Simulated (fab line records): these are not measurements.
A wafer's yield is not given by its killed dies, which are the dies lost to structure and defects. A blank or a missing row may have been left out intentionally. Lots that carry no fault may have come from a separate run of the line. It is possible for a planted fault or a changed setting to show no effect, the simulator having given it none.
fab line records | flow gf180mcu
[record] lots = 24 | wafers = 72 | last_day = 34
route steps=602 shown VT_IMPLANT@133 POLY_GATE@171 HV_LDD@233 CONTACT@310 M1@317
lots that met no fault: from a run of the same line without faults
start_h: the number of hours between the record's first day and the start of the first shown wafer of the lot | wait_h: hours from the lot's prior step to this one | " identical to the entry in the row above | L1.1+2: one row covering several wafers at once | - either no value or no given start | * or withheld: withheld | < > ~ a bound
route shown NAME@n: NAME is a module with steps in the file, n the number in the route of the first one | usual: mean/standard deviation of fault-free wafers | same: alike in all rows | chamber/n: place in a boat | sites: each site's reading | _std_site: standard deviation of those values | _edge_site: inner sites' mean taken away from outer sites' mean | radius_mm: how far each site lies from the wafer's centre | mask NAME#n: copy n | behind: tool/chamber where the wafer was last shaped | hold: the reason the lot was held/the length of the hold in hours/how it ended | device: names the non-switching transistor (n, p or np) | end of line: the tests these same wafers got at the end of their route | where a step has no rows: the recipe by itself | killed: not the wafer's yield, but the dies lost to structure and defects at the first sort | map: a wafer's dies, marking killed ones x, the rest . and places with no die _
set.NAME: the setting that was run; set.NAME@STEP: the one run at that earlier step | model.NAME: the simulator's own value behind a step, which no gauge read
steps of the route over a sample of lots; a table a step, a row a wafer
services: the hour from which a tool's chamber was out of use, counted from the record's first day as start_h (under 0 if before that day), plus the number of hours and why
[[steps]]
[step GF_VT_IMPLANT_TW_MEAS_43]
[usual] VT_IMPLANT_4_TW = 691/6.2
lot.wafer | tool          | chamber | start_h | wait_h | VT_IMPLANT_4_TW
L074.1    | film_metro-04 | -       | 155.96  | 0.1    | 684
L074.4    | "             | -       | "       | "      | 688
L074.5    | "             | -       | "       | "      | 685
L075.2    | film_metro-01 | -       | 159.63  | 0.1    | 701
L075.5    | "             | -       | "       | "      | 702
L075.6    | "             | -       | "       | "      | 701
L076.2    | film_metro-03 | -       | 168.78  | 0.1    | 689
L076.3    | "             | -       | "       | "      | 691
L076.5    | "             | -       | "       | "      | 692
L077.1    | film_metro-03 | -       | 175.37  | 0.1    | 689
L077.2    | "             | -       | "       | "      | 692
L077.4    | "             | -       | "       | "      | 689
L078.1    | film_metro-03 | -       | 182.27  | 0.1    | 689
L078.2    | "             | -       | "       | "      | 691
L078.4    | "             | -       | "       | "      | 692
L079.2    | film_metro-04 | -       | 188.48  | 0.1    | 684
L079.4    | "             | -       | "       | "      | 683
L079.6    | "             | -       | "       | "      | 684
L080.2    | film_metro-01 | -       | 197.43  | 0.1    | 696
L080.4    | "             | -       | "       | "      | 698
L080.6    | "             | -       | "       | "      | 696
L081.1    | film_metro-04 | -       | 200.69  | 0.1    | 685
L081.2    | "             | -       | "       | "      | 687
L081.3    | "             | -       | "       | "      | 683
L082.1    | film_metro-03 | -       | 207.62  | 0.1    | 683
L082.5    | "             | -       | "       | "      | 684
L082.6    | "             | -       | "       | "      | 683
L083.1    | film_metro-01 | -       | 214.12  | 0.1    | 700
L083.2    | "             | -       | "       | "      | 697
L083.5    | "             | -       | "       | "      | 697
L084.1    | film_metro-04 | -       | 221.72  | 0.1    | 682
L084.4    | "             | -       | "       | "      | 684
L084.5    | "             | -       | "       | "      | 684
L085.1    | film_metro-04 | -       | 230.22  | 0.1    | 686
L085.2    | "             | -       | "       | "      | 686
L085.3    | "             | -       | "       | "      | 686
L086.3    | film_metro-04 | -       | 232.69  | 0.1    | 684
L086.4    | "             | -       | "       | "      | 687
L086.5    | "             | -       | "       | "      | 683
L087.2    | film_metro-04 | -       | 247.42  | 0.1    | 686
L087.3    | "             | -       | "       | "      | 686
L087.5    | "             | -       | "       | "      | 691
L088.3    | film_metro-01 | -       | 252.19  | 0.1    | 702
L088.5    | "             | -       | "       | "      | 700
L088.6    | "             | -       | "       | "      | 701
L089.1    | film_metro-03 | -       | 259.71  | 0.1    | 684
L089.4    | "             | -       | "       | "      | 685
L089.6    | "             | -       | "       | "      | 685
L090.2    | film_metro-01 | -       | 265.53  | 0.1    | 698
L090.4    | "             | -       | "       | "      | 699
L090.5    | "             | -       | "       | "      | 701
L091.3    | film_metro-03 | -       | 269.69  | 0.1    | 689
L091.4    | "             | -       | "       | "      | 687
L091.5    | "             | -       | "       | "      | 685
L092.1    | film_metro-03 | -       | 278.92  | 0.1    | 688
L092.2    | "             | -       | "       | "      | 687
L092.5    | "             | -       | "       | "      | 685
L093.1    | film_metro-01 | -       | 284.07  | 0.1    | 700
L093.2    | "             | -       | "       | "      | 699
L093.3    | "             | -       | "       | "      | 697
L094.3    | film_metro-04 | -       | 289.44  | 0.1    | 688
L094.5    | "             | -       | "       | "      | 690
L094.6    | "             | -       | "       | "      | 691
L095.2    | film_metro-04 | -       | 293.23  | 0.1    | 689
L095.4    | "             | -       | "       | "      | 683
L095.6    | "             | -       | "       | "      | 686
L096.1    | film_metro-01 | -       | 316.02  | 0.1    | 699
L096.3    | "             | -       | "       | "      | 701
L096.5    | "             | -       | "       | "      | 698
L097.1    | film_metro-01 | -       | 318.66  | 0.1    | 699
L097.3    | "             | -       | "       | "      | 698
L097.5    | "             | -       | "       | "      | 698
[step GF_POLY_GATE_STRIP_14]
[recipe] chemistry = O2/N2 | power_w = 1400 | pressure_mtorr = 1500 | platen_temp_c = 250 | o2_flow_sccm = 3000 | n2_flow_sccm = 300 | overash_fraction = 0.5
[usual] drypump_motor_current_A = 5.90/0.19 | heater_power_w = 335/29 | oes_product_au = 0.505/0.0048
lot.wafer | tool            | chamber | start_h | wait_h | drypump_motor_current_A | heater_power_w | oes_product_au | rf_hours_counter_h
L074.1    | plasma_asher-01 | 0       | 199.05  | 0.0    | 5.79                    | 369            | 0.504          | 40
L074.4    | "               | 1       | "       | "      | 5.87                    | 286            | 0.506          | -
L074.5    | "               | 0       | "       | "      | 5.74                    | 357            | 0.507          | -
L075.2    | plasma_asher-01 | 0       | 200.58  | 0.0    | 5.75                    | 357            | 0.509          | 40
L075.5    | "               | 1       | "       | "      | 5.87                    | 280            | 0.508          | -
L075.6    | "               | 0       | "       | "      | 5.74                    | 360            | 0.516          | -
L076.2    | plasma_asher-04 | 0       | 207.95  | 0.0    | 6.10                    | 348            | 0.497          | 9
L076.3    | "               | 1       | "       | "      | 6.04                    | 343            | 0.499          | -
L076.5    | "               | 1       | "       | "      | 6.04                    | 342            | 0.505          | -
L077.1    | plasma_asher-02 | 1       | 219.18  | 0.0    | 5.80                    | 367            | 0.508          | 59
L077.2    | "               | 0       | "       | "      | 5.53                    | 309            | 0.503          | 59
L077.4    | "               | 1       | "       | "      | 5.80                    | 384            | 0.509          | -
L078.1    | plasma_asher-04 | 1       | 224.49  | 0.0    | 6.09                    | 343            | 0.500          | 11
L078.2    | "               | 0       | "       | "      | 6.12                    | 334            | 0.492          | 11
L078.4    | "               | 1       | "       | "      | 6.05                    | 332            | 0.504          | -
L079.2    | plasma_asher-04 | 1       | 228.34  | 0.0    | 6.05                    | 331            | 0.502          | 11
L079.4    | "               | 1       | "       | "      | 6.04                    | 342            | 0.512          | -
L079.6    | "               | 0       | "       | "      | 6.08                    | 336            | 0.511          | -
L080.2    | plasma_asher-02 | 0       | 239.80  | 0.0    | 5.53                    | 307            | 0.509          | 61
L080.4    | "               | 0       | "       | "      | 5.55                    | 294            | 0.508          | -
L080.6    | "               | 1       | "       | "      | 5.79                    | 378            | 0.505          | -
L081.1    | plasma_asher-04 | 0       | 243.11  | 0.0    | 6.10                    | 342            | 0.507          | 13
L081.2    | "               | 1       | "       | "      | 6.03                    | 343            | 0.497          | 13
L081.3    | "               | 0       | "       | "      | 6.09                    | 345            | 0.511          | -
L082.1    | plasma_asher-02 | 1       | 250.05  | 0.0    | 5.79                    | 381            | 0.502          | 62
L082.5    | "               | 0       | "       | "      | 5.55                    | 301            | 0.506          | -
L082.6    | "               | 1       | "       | "      | 5.83                    | 374            | 0.499          | -
L083.1    | plasma_asher-04 | 0       | 256.28  | 0.0    | 6.09                    | 335            | 0.503          | 14
L083.2    | "               | 1       | "       | "      | 6.05                    | 337            | 0.504          | 14
L083.5    | "               | 1       | "       | "      | 6.04                    | 340            | 0.502          | -
L084.1    | plasma_asher-01 | 1       | 264.84  | 0.0    | 5.85                    | 286            | 0.512          | 46
L084.4    | "               | 0       | "       | "      | 5.77                    | 365            | 0.502          | -
L084.5    | "               | 0       | "       | "      | 5.75                    | 360            | 0.511          | -
L085.1    | plasma_asher-02 | 0       | 274.13  | 0.0    | 5.53                    | 302            | 0.508          | 65
L085.2    | "               | 1       | "       | "      | 5.82                    | 380            | 0.509          | 65
L085.3    | "               | 1       | "       | "      | 5.83                    | 374            | 0.507          | -
L086.3    | plasma_asher-01 | 0       | 276.71  | 0.1    | 5.78                    | 350            | 0.505          | -
L086.4    | "               | 1       | "       | "      | 5.82                    | 275            | 0.500          | -
L086.5    | "               | 1       | "       | "      | 5.84                    | 277            | 0.501          | -
L087.2    | plasma_asher-04 | 0       | 292.83  | 0.0    | 6.09                    | 330            | 0.509          | 18
L087.3    | "               | 1       | "       | "      | 6.03                    | 338            | 0.501          | -
L087.5    | "               | 0       | "       | "      | 6.12                    | 344            | 0.506          | -
L088.3    | plasma_asher-04 | 0       | 297.04  | 0.1    | 6.09                    | 336            | 0.506          | -
L088.5    | "               | 1       | "       | "      | 6.02                    | 341            | 0.506          | -
L088.6    | "               | 0       | "       | "      | 6.07                    | 347            | 0.503          | -
L089.1    | plasma_asher-04 | 0       | 304.61  | 0.0    | 6.10                    | 342            | 0.505          | 19
L089.4    | "               | 0       | "       | "      | 6.11                    | 341            | 0.510          | -
L089.6    | "               | 0       | "       | "      | 6.11                    | 339            | 0.508          | -
L090.2    | plasma_asher-02 | 0       | 310.78  | 0.0    | 5.56                    | 294            | 0.504          | 69
L090.4    | "               | 1       | "       | "      | 5.80                    | 385            | 0.500          | -
L090.5    | "               | 1       | "       | "      | 5.84                    | 365            | 0.499          | -
L091.3    | plasma_asher-02 | 1       | 317.93  | 0.1    | 5.80                    | 379            | 0.505          | -
L091.4    | "               | 0       | "       | "      | 5.52                    | 302            | 0.512          | -
L091.5    | "               | 1       | "       | "      | 5.83                    | 364            | 0.503          | -
L092.1    | plasma_asher-04 | 0       | 328.05  | 0.0    | 6.09                    | 330            | 0.511          | 22
L092.2    | "               | 1       | "       | "      | 6.04                    | 339            | 0.504          | 22
L092.5    | "               | 0       | "       | "      | 6.07                    | 334            | 0.499          | -
L093.1    | plasma_asher-01 | 0       | 337.50  | 0.0    | 5.74                    | 361            | 0.503          | 53
L093.2    | "               | 1       | "       | "      | 5.86                    | 273            | 0.502          | 53
L093.3    | "               | 0       | "       | "      | 5.74                    | 365            | 0.504          | -
L094.3    | plasma_asher-04 | 1       | 338.96  | 0.1    | 6.05                    | 349            | 0.513          | -
L094.5    | "               | 1       | "       | "      | 6.03                    | 336            | 0.510          | -
L094.6    | "               | 0       | "       | "      | 6.08                    | 326            | 0.508          | -
L095.2    | plasma_asher-02 | 0       | 345.08  | 0.0    | 5.53                    | 304            | 0.499          | 73
L095.4    | "               | 1       | "       | "      | 5.80                    | 382            | 0.502          | -
L095.6    | "               | 1       | "       | "      | 5.78                    | 381            | 0.505          | -
L096.1    | plasma_asher-04 | 0       | 366.93  | 0.0    | 6.08                    | 347            | 0.507          | 25
L096.3    | "               | 1       | "       | "      | 6.04                    | 342            | 0.505          | -
L096.5    | "               | 0       | "       | "      | 6.09                    | 341            | 0.509          | -
L097.1    | plasma_asher-04 | 0       | 370.03  | 0.0    | 6.08                    | 331            | 0.509          | 26
L097.3    | "               | 1       | "       | "      | 6.07                    | 348            | 0.515          | -
L097.5    | "               | 0       | "       | "      | 6.10                    | 339            | 0.505          | -
[step GF_HV_LDD_THK_MEAS_57]
[recipe] reads = Si3N4_of_HV_LDD_CVD_56
[usual] HV_LDD_CVD_56_THK = 89.9/0.93
lot.wafer | tool          | chamber | start_h | wait_h | HV_LDD_CVD_56_THK[nm]
L074.1    | film_metro-02 | -       | 280.24  | 0.0    | 91.1
L074.4    | "             | -       | "       | "      | 90.8
L074.5    | "             | -       | "       | "      | 90.1
L075.2    | film_metro-04 | -       | 280.63  | 0.0    | 89.7
L075.5    | "             | -       | "       | "      | 91.1
L075.6    | "             | -       | "       | "      | 90.1
L076.2    | film_metro-04 | -       | 288.90  | 0.0    | 88.8
L076.3    | "             | -       | "       | "      | 87.9
L076.5    | "             | -       | "       | "      | 88.4
L077.1    | film_metro-02 | -       | 302.76  | 0.0    | 89.4
L077.2    | "             | -       | "       | "      | 90.5
L077.4    | "             | -       | "       | "      | 90.7
L078.1    | film_metro-01 | -       | 306.08  | 0.0    | 89.6
L078.2    | "             | -       | "       | "      | 90.0
L078.4    | "             | -       | "       | "      | 90.1
L079.2    | film_metro-02 | -       | 311.66  | 0.0    | 89.2
L079.4    | "             | -       | "       | "      | 88.9
L079.6    | "             | -       | "       | "      | 89.2
L080.2    | film_metro-04 | -       | 323.89  | 0.0    | 90.2
L080.4    | "             | -       | "       | "      | 90.1
L080.6    | "             | -       | "       | "      | 89.6
L081.1    | film_metro-04 | -       | 327.22  | 0.0    | 91.3
L081.2    | "             | -       | "       | "      | 91.5
L081.3    | "             | -       | "       | "      | 90.2
L082.1    | film_metro-01 | -       | 335.30  | 0.0    | 89.2
L082.5    | "             | -       | "       | "      | 88.6
L082.6    | "             | -       | "       | "      | 88.6
L083.1    | film_metro-01 | -       | 341.69  | 0.0    | 90.3
L083.2    | "             | -       | "       | "      | 89.1
L083.5    | "             | -       | "       | "      | 89.5
L084.1    | film_metro-01 | -       | 351.56  | 0.0    | 90.2
L084.4    | "             | -       | "       | "      | 90.6
L084.5    | "             | -       | "       | "      | 91.1
L085.1    | film_metro-01 | -       | 362.30  | 0.0    | 88.6
L085.2    | "             | -       | "       | "      | 88.6
L085.3    | "             | -       | "       | "      | 88.8
L086.3    | film_metro-02 | -       | 365.00  | 0.0    | 90.1
L086.4    | "             | -       | "       | "      | 90.2
L086.5    | "             | -       | "       | "      | 90.6
L087.2    | film_metro-04 | -       | 387.50  | 0.0    | 88.9
L087.3    | "             | -       | "       | "      | 88.8
L087.5    | "             | -       | "       | "      | 89.3
L088.3    | film_metro-04 | -       | 391.90  | 0.0    | 89.9
L088.5    | "             | -       | "       | "      | 89.2
L088.6    | "             | -       | "       | "      | 89.7
L089.1    | film_metro-02 | -       | 401.74  | 0.0    | 89.8
L089.4    | "             | -       | "       | "      | 89.1
L089.6    | "             | -       | "       | "      | 90.3
L090.2    | film_metro-04 | -       | 409.22  | 0.0    | 92.3
L090.4    | "             | -       | "       | "      | 91.5
L090.5    | "             | -       | "       | "      | 91.7
L091.3    | film_metro-04 | -       | 413.42  | 0.0    | 90.0
L091.4    | "             | -       | "       | "      | 90.1
L091.5    | "             | -       | "       | "      | 89.8
L092.1    | film_metro-01 | -       | 423.16  | 0.0    | 88.5
L092.2    | "             | -       | "       | "      | 88.7
L092.5    | "             | -       | "       | "      | 88.7
L093.1    | film_metro-02 | -       | 437.69  | 0.0    | 90.2
L093.2    | "             | -       | "       | "      | 90.6
L093.3    | "             | -       | "       | "      | 90.9
L094.3    | film_metro-01 | -       | 437.71  | 0.0    | 90.2
L094.5    | "             | -       | "       | "      | 90.6
L094.6    | "             | -       | "       | "      | 90.9
L095.2    | film_metro-01 | -       | 442.64  | 0.0    | 90.8
L095.4    | "             | -       | "       | "      | 90.4
L095.6    | "             | -       | "       | "      | 90.0
L096.1    | film_metro-02 | -       | 466.01  | 0.0    | 89.9
L096.3    | "             | -       | "       | "      | 89.6
L096.5    | "             | -       | "       | "      | 89.9
L097.1    | film_metro-02 | -       | 470.00  | 0.0    | 91.1
L097.3    | "             | -       | "       | "      | 90.7
L097.5    | "             | -       | "       | "      | 91.5
[step GF_CONTACT_SPUTTER_23]
[recipe] material = TiN | target_thk_nm = 10 | chamber_pressure_pa = 5 | power_w = 4000 | time_s = 40
[usual] throttle_valve_pct = 29.9/0.76
lot.wafer | tool           | chamber | start_h | wait_h | throttle_valve_pct
L074.1    | pvd_sputter-03 | -       | 365.25  | 0.0    | 29.2
L074.4    | "              | -       | "       | "      | 28.6
L074.5    | "              | -       | "       | "      | 29.0
L075.2    | pvd_sputter-01 | -       | 366.64  | 0.0    | 30.7
L075.5    | "              | -       | "       | "      | 30.6
L075.6    | "              | -       | "       | "      | 30.3
L076.2    | pvd_sputter-02 | -       | 376.07  | 0.0    | 29.8
L076.3    | "              | -       | "       | "      | 29.6
L076.5    | "              | -       | "       | "      | 30.6
L077.1    | pvd_sputter-03 | -       | 391.81  | 0.0    | 28.7
L077.2    | "              | -       | "       | "      | 29.7
L077.4    | "              | -       | "       | "      | 29.1
L078.1    | pvd_sputter-01 | -       | 393.85  | 0.0    | 30.5
L078.2    | "              | -       | "       | "      | 28.6
L078.4    | "              | -       | "       | "      | 30.1
L079.2    | pvd_sputter-03 | -       | 401.41  | 0.0    | 29.4
L079.4    | "              | -       | "       | "      | 28.6
L079.6    | "              | -       | "       | "      | 29.5
L080.2    | pvd_sputter-02 | -       | 416.21  | 0.0    | 29.8
L080.4    | "              | -       | "       | "      | 30.7
L080.6    | "              | -       | "       | "      | 29.4
L081.1    | pvd_sputter-02 | -       | 418.97  | 0.0    | 29.5
L081.2    | "              | -       | "       | "      | 29.9
L081.3    | "              | -       | "       | "      | 30.6
L082.1    | pvd_sputter-01 | -       | 428.11  | 0.0    | 30.5
L082.5    | "              | -       | "       | "      | 28.8
L082.6    | "              | -       | "       | "      | 30.6
L083.1    | pvd_sputter-01 | -       | 435.47  | 0.0    | 30.7
L083.2    | "              | -       | "       | "      | 30.8
L083.5    | "              | -       | "       | "      | 31.0
L084.1    | pvd_sputter-02 | -       | 447.20  | 0.0    | 29.6
L084.4    | "              | -       | "       | "      | 29.5
L084.5    | "              | -       | "       | "      | 31.0
L085.1    | pvd_sputter-01 | -       | 458.60  | 0.0    | 30.7
L085.2    | "              | -       | "       | "      | 30.2
L085.3    | "              | -       | "       | "      | 28.6
L086.3    | pvd_sputter-01 | -       | 462.20  | 0.0    | 28.8
L086.4    | "              | -       | "       | "      | 30.3
L086.5    | "              | -       | "       | "      | 30.1
L087.2    | pvd_sputter-02 | -       | 485.35  | 0.0    | 29.5
L087.3    | "              | -       | "       | "      | 30.5
L087.5    | "              | -       | "       | "      | 30.9
L088.3    | pvd_sputter-02 | -       | 489.97  | 0.0    | 29.6
L088.5    | "              | -       | "       | "      | 29.7
L088.6    | "              | -       | "       | "      | 30.7
L089.1    | pvd_sputter-03 | -       | 498.46  | 0.0    | 28.8
L089.4    | "              | -       | "       | "      | 29.1
L089.6    | "              | -       | "       | "      | 28.9
L090.2    | pvd_sputter-02 | -       | 507.50  | 0.0    | 30.5
L090.4    | "              | -       | "       | "      | 29.5
L090.5    | "              | -       | "       | "      | 29.3
L091.3    | pvd_sputter-02 | -       | 511.12  | 0.0    | 30.9
L091.4    | "              | -       | "       | "      | 29.5
L091.5    | "              | -       | "       | "      | 29.8
L092.1    | pvd_sputter-02 | -       | 521.22  | 0.0    | 30.4
L092.2    | "              | -       | "       | "      | 29.6
L092.5    | "              | -       | "       | "      | 30.7
L093.1    | pvd_sputter-01 | -       | 535.24  | 0.0    | 30.2
L093.2    | "              | -       | "       | "      | 30.6
L093.3    | "              | -       | "       | "      | 28.9
L094.3    | pvd_sputter-03 | -       | 535.55  | 0.0    | 29.4
L094.5    | "              | -       | "       | "      | 29.6
L094.6    | "              | -       | "       | "      | 28.9
L095.2    | pvd_sputter-01 | -       | 541.06  | 0.0    | 30.3
L095.4    | "              | -       | "       | "      | 30.7
L095.6    | "              | -       | "       | "      | 30.4
L096.1    | pvd_sputter-03 | -       | 561.86  | 0.0    | 29.4
L096.3    | "              | -       | "       | "      | 28.5
L096.5    | "              | -       | "       | "      | 28.9
L097.1    | pvd_sputter-01 | -       | 565.40  | 0.0    | 30.6
L097.3    | "              | -       | "       | "      | 30.6
L097.5    | "              | -       | "       | "      | 29.9
[step GF_M1_SPUTTER_02]
[recipe] material = AlCu | target_thk_nm = 450 | power_w = 10600 | time_s = 23.9 | chamber_pressure_pa = 0.4
[usual] throttle_valve_pct = 29.9/0.87
lot.wafer | tool           | chamber | start_h | wait_h | throttle_valve_pct
L074.1    | pvd_sputter-04 | -       | 366.00  | 0.0    | 29.3
L074.4    | "              | -       | "       | "      | 28.5
L074.5    | "              | -       | "       | "      | 28.8
L075.2    | pvd_sputter-02 | -       | 367.39  | 0.0    | 29.6
L075.5    | "              | -       | "       | "      | 30.8
L075.6    | "              | -       | "       | "      | 29.9
L076.2    | pvd_sputter-01 | -       | 376.82  | 0.0    | 30.6
L076.3    | "              | -       | "       | "      | 30.4
L076.5    | "              | -       | "       | "      | 30.6
L077.1    | pvd_sputter-04 | -       | 392.56  | 0.0    | 28.7
L077.2    | "              | -       | "       | "      | 28.7
L077.4    | "              | -       | "       | "      | 29.4
L078.1    | pvd_sputter-02 | -       | 394.60  | 0.0    | 29.4
L078.2    | "              | -       | "       | "      | 30.7
L078.4    | "              | -       | "       | "      | 31.0
L079.2    | pvd_sputter-02 | -       | 402.16  | 0.0    | 30.5
L079.4    | "              | -       | "       | "      | 30.6
L079.6    | "              | -       | "       | "      | 30.9
L080.2    | pvd_sputter-01 | -       | 416.96  | 0.0    | 28.9
L080.4    | "              | -       | "       | "      | 30.7
L080.6    | "              | -       | "       | "      | 30.5
L081.1    | pvd_sputter-01 | -       | 419.72  | 0.0    | 30.8
L081.2    | "              | -       | "       | "      | 29.9
L081.3    | "              | -       | "       | "      | 28.9
L082.1    | pvd_sputter-02 | -       | 428.96  | 0.0    | 30.7
L082.5    | "              | -       | "       | "      | 30.3
L082.6    | "              | -       | "       | "      | 29.8
L083.1    | pvd_sputter-02 | -       | 436.32  | 0.0    | 29.5
L083.2    | "              | -       | "       | "      | 29.6
L083.5    | "              | -       | "       | "      | 29.9
L084.1    | pvd_sputter-01 | -       | 447.95  | 0.0    | 30.3
L084.4    | "              | -       | "       | "      | 30.8
L084.5    | "              | -       | "       | "      | 30.3
L085.1    | pvd_sputter-02 | -       | 459.35  | 0.0    | 30.5
L085.2    | "              | -       | "       | "      | 29.8
L085.3    | "              | -       | "       | "      | 30.8
L086.3    | pvd_sputter-02 | -       | 462.95  | 0.0    | 29.5
L086.4    | "              | -       | "       | "      | 30.8
L086.5    | "              | -       | "       | "      | 30.3
L087.2    | pvd_sputter-04 | -       | 486.10  | 0.0    | 28.4
L087.3    | "              | -       | "       | "      | 29.2
L087.5    | "              | -       | "       | "      | 29.3
L088.3    | pvd_sputter-04 | -       | 490.72  | 0.0    | 31.1
L088.5    | "              | -       | "       | "      | 28.3
L088.6    | "              | -       | "       | "      | 28.4
L089.1    | pvd_sputter-02 | -       | 499.21  | 0.0    | 30.5
L089.4    | "              | -       | "       | "      | 29.6
L089.6    | "              | -       | "       | "      | 29.6
L090.2    | pvd_sputter-01 | -       | 508.25  | 0.0    | 30.9
L090.4    | "              | -       | "       | "      | 30.8
L090.5    | "              | -       | "       | "      | 30.6
L091.3    | pvd_sputter-04 | -       | 511.86  | 0.0    | 28.7
L091.4    | "              | -       | "       | "      | 31.0
L091.5    | "              | -       | "       | "      | 31.2
L092.1    | pvd_sputter-04 | -       | 521.96  | 0.0    | 31.0
L092.2    | "              | -       | "       | "      | 28.8
L092.5    | "              | -       | "       | "      | 31.0
L093.1    | pvd_sputter-04 | -       | 535.99  | 0.0    | 28.8
L093.2    | "              | -       | "       | "      | 28.5
L093.3    | "              | -       | "       | "      | 29.3
L094.3    | pvd_sputter-02 | -       | 536.30  | 0.0    | 29.6
L094.5    | "              | -       | "       | "      | 31.0
L094.6    | "              | -       | "       | "      | 29.6
L095.2    | pvd_sputter-02 | -       | 541.81  | 0.0    | 29.4
L095.4    | "              | -       | "       | "      | 30.4
L095.6    | "              | -       | "       | "      | 29.7
L096.1    | pvd_sputter-02 | -       | 562.61  | 0.0    | 30.4
L096.3    | "              | -       | "       | "      | 29.7
L096.5    | "              | -       | "       | "      | 29.6
L097.1    | pvd_sputter-01 | -       | 566.15  | 0.0    | 28.8
L097.3    | "              | -       | "       | "      | 30.4
L097.5    | "              | -       | "       | "      | 30.9
[step GF_M1_RS_MEAS_05]
[recipe] thk_meas_gauge = four-point-probe | reads = TiN_of_M1_SPUTTER_04+Ti_of_M1_SPUTTER_03+AlCu_of_M1_SPUTTER_02+TiN_of_M1_SPUTTER_01+Ti_of_M1_SPUTTER_00
[usual] M1_ALCU_RS = 0.0692/0.0008
lot.wafer | tool          | chamber | start_h | wait_h | M1_ALCU_RS[ohm/sq]
L074.1    | film_metro-03 | -       | 366.09  | 0.0    | 0.0692
L074.4    | "             | -       | "       | "      | 0.0698
L074.5    | "             | -       | "       | "      | 0.0684
L075.2    | film_metro-03 | -       | 367.50  | 0.0    | 0.0683
L075.5    | "             | -       | "       | "      | 0.0675
L075.6    | "             | -       | "       | "      | 0.0682
L076.2    | film_metro-01 | -       | 376.93  | 0.0    | 0.0681
L076.3    | "             | -       | "       | "      | 0.0692
L076.5    | "             | -       | "       | "      | 0.0689
L077.1    | film_metro-01 | -       | 392.65  | 0.0    | 0.0692
L077.2    | "             | -       | "       | "      | 0.0681
L077.4    | "             | -       | "       | "      | 0.0686
L078.1    | film_metro-04 | -       | 394.78  | 0.1    | 0.0695
L078.2    | "             | -       | "       | "      | 0.0692
L078.4    | "             | -       | "       | "      | 0.0700
L079.2    | film_metro-04 | -       | 402.27  | 0.0    | 0.0692
L079.4    | "             | -       | "       | "      | 0.0695
L079.6    | "             | -       | "       | "      | 0.0702
L080.2    | film_metro-03 | -       | 417.07  | 0.0    | 0.0686
L080.4    | "             | -       | "       | "      | 0.0686
L080.6    | "             | -       | "       | "      | 0.0687
L081.1    | film_metro-03 | -       | 419.81  | 0.0    | 0.0691
L081.2    | "             | -       | "       | "      | 0.0685
L081.3    | "             | -       | "       | "      | 0.0692
L082.1    | film_metro-04 | -       | 429.05  | 0.0    | 0.0705
L082.5    | "             | -       | "       | "      | 0.0704
L082.6    | "             | -       | "       | "      | 0.0705
L083.1    | film_metro-03 | -       | 436.41  | 0.0    | 0.0699
L083.2    | "             | -       | "       | "      | 0.0705
L083.5    | "             | -       | "       | "      | 0.0694
L084.1    | film_metro-01 | -       | 448.04  | 0.0    | 0.0690
L084.4    | "             | -       | "       | "      | 0.0694
L084.5    | "             | -       | "       | "      | 0.0695
L085.1    | film_metro-04 | -       | 459.44  | 0.0    | 0.0689
L085.2    | "             | -       | "       | "      | 0.0688
L085.3    | "             | -       | "       | "      | 0.0693
L086.3    | film_metro-03 | -       | 463.08  | 0.1    | 0.0683
L086.4    | "             | -       | "       | "      | 0.0685
L086.5    | "             | -       | "       | "      | 0.0679
L087.2    | film_metro-04 | -       | 486.21  | 0.0    | 0.0677
L087.3    | "             | -       | "       | "      | 0.0677
L087.5    | "             | -       | "       | "      | 0.0680
L088.3    | film_metro-03 | -       | 490.85  | 0.1    | 0.0689
L088.5    | "             | -       | "       | "      | 0.0693
L088.6    | "             | -       | "       | "      | 0.0684
L089.1    | film_metro-03 | -       | 499.30  | 0.0    | 0.0681
L089.4    | "             | -       | "       | "      | 0.0684
L089.6    | "             | -       | "       | "      | 0.0685
L090.2    | film_metro-01 | -       | 508.36  | 0.0    | 0.0685
L090.4    | "             | -       | "       | "      | 0.0679
L090.5    | "             | -       | "       | "      | 0.0685
L091.3    | film_metro-03 | -       | 512.00  | 0.1    | 0.0695
L091.4    | "             | -       | "       | "      | 0.0687
L091.5    | "             | -       | "       | "      | 0.0693
L092.1    | film_metro-03 | -       | 522.05  | 0.0    | 0.0692
L092.2    | "             | -       | "       | "      | 0.0698
L092.5    | "             | -       | "       | "      | 0.0692
L093.1    | film_metro-01 | -       | 536.08  | 0.0    | 0.0709
L093.2    | "             | -       | "       | "      | 0.0701
L093.3    | "             | -       | "       | "      | 0.0703
L094.3    | film_metro-03 | -       | 536.43  | 0.1    | 0.0706
L094.5    | "             | -       | "       | "      | 0.0713
L094.6    | "             | -       | "       | "      | 0.0705
L095.2    | film_metro-04 | -       | 541.92  | 0.0    | 0.0697
L095.4    | "             | -       | "       | "      | 0.0691
L095.6    | "             | -       | "       | "      | 0.0695
L096.1    | film_metro-01 | -       | 562.70  | 0.0    | 0.0702
L096.3    | "             | -       | "       | "      | 0.0705
L096.5    | "             | -       | "       | "      | 0.0703
L097.1    | film_metro-03 | -       | 566.24  | 0.0    | 0.0694
L097.3    | "             | -       | "       | "      | 0.0693
L097.5    | "             | -       | "       | "      | 0.0694
[[services]]
tool            | chamber | start_h | hours | kind
plasma_asher-02 | -       | 187.82  | 2.8   | pm
pvd_sputter-02  | -       | 223.12  | 16.2  | repair
pvd_sputter-04  | -       | 239.54  | 0.6   | repair
plasma_asher-01 | -       | 253.73  | 2.9   | repair
pvd_sputter-04  | -       | 253.78  | 1.1   | repair
pvd_sputter-01  | -       | 257.80  | 6.6   | repair
pvd_sputter-04  | -       | 277.02  | 4.2   | repair
pvd_sputter-02  | -       | 302.82  | 4.4   | repair
pvd_sputter-03  | -       | 327.00  | 2.3   | repair
pvd_sputter-04  | -       | 374.38  | 10.8  | repair
plasma_asher-01 | -       | 397.79  | 3.3   | repair
plasma_asher-02 | -       | 421.25  | 9.0   | pm
plasma_asher-04 | -       | 426.77  | 9.7   | repair
pvd_sputter-03  | -       | 433.44  | 5.4   | repair
plasma_asher-01 | -       | 442.28  | 1.2   | repair
plasma_asher-01 | -       | 449.66  | 2.2   | repair
pvd_sputter-01  | -       | 477.89  | 9.2   | repair
plasma_asher-04 | -       | 484.81  | 2.8   | pm
plasma_asher-01 | -       | 486.82  | 1.3   | repair
pvd_sputter-02  | -       | 514.90  | 1.1   | repair
plasma_asher-01 | -       | 521.87  | 2.8   | pm
plasma_asher-04 | -       | 537.96  | 15.9  | pm
plasma_asher-02 | -       | 538.36  | 14.6  | pm
pvd_sputter-02  | -       | 546.38  | 8.1   | repair
[[key]]
fault none
